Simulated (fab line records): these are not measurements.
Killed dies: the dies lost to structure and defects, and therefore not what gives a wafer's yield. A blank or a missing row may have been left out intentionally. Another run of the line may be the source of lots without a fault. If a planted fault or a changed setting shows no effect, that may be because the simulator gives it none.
Which of the tools did it? / flow sky130 / Sampling: 6 lots, 18 wafers, 2 of 708 route steps

== WHAT THE GAUGES SHOWED, per wafer ==
SKY_VIA1_CD_MEAS_12: the cd target is 150 nm.
lot=L488; measured=day 34 19:15; on=cd-sem-02; cd-nm (nm)=153.5 152.4 151.9
lot=L490; measured=day 35 05:44; on=cd-sem-01; cd-nm (nm)=149.1 148.7 149.4
lot=L492; measured=day 36 03:04; on=cd-sem-01; cd-nm (nm)=149.4 150.4 150.4
lot=L500; measured=day 38 14:23; on=cd-sem-01; cd-nm (nm)=152.5 153.5 152.8
lot=L503; measured=day 39 09:15; on=cd-sem-01; cd-nm (nm)=153.0 151.7 154.1
lot=L507; measured=day 40 19:47; on=cd-sem-01; cd-nm (nm)=149.4 150.3 149.1

== WHAT TOOL EACH LOT RAN ON (gives the tool, then ch and the chambers of the sampled wafers, and finally the start) ==
lot=L488; SKY_METAL1_ETCH_18=rie-metal-03 ch 0, day 33 15:39
lot=L490; SKY_METAL1_ETCH_18=rie-metal-03 ch 0, day 34 01:50
lot=L492; SKY_METAL1_ETCH_18=rie-metal-03 ch 0,1, day 34 23:06
lot=L500; SKY_METAL1_ETCH_18=rie-metal-02 ch 0,1, day 37 12:21
lot=L503; SKY_METAL1_ETCH_18=rie-metal-01 ch 0,1, day 38 06:43
lot=L507; SKY_METAL1_ETCH_18=rie-metal-01 ch 0,1, day 39 18:10
- SKY_METAL1_ETCH_18: etches BARC in N2/H2, stops on SiO2, time 45.9 s, target depth 60 nm.

== THE ANSWER, worked out from the rows above alone ==
Rule: the usual values come from the lots themselves. The widest of any qualifying gaps counts: lots, ordered by their means at a reading, are off when they make up no more than a third of the lots, leave a main group of 4 or more, and stand apart from it by 3 or more times the standard deviation of that group's means. The tables above print the reading to a certain number of digits; a main group whose means all agree to those digits is not used. Also off: a lot with no number at a reading for which 4 or more lots have one. Where the step has rows for the other lots, those lots are counted as sound.
No lot is off at any reading shown: from this, nothing can be told.

== WHAT HAD BEEN PUT IN BY THE SIMULATOR ==
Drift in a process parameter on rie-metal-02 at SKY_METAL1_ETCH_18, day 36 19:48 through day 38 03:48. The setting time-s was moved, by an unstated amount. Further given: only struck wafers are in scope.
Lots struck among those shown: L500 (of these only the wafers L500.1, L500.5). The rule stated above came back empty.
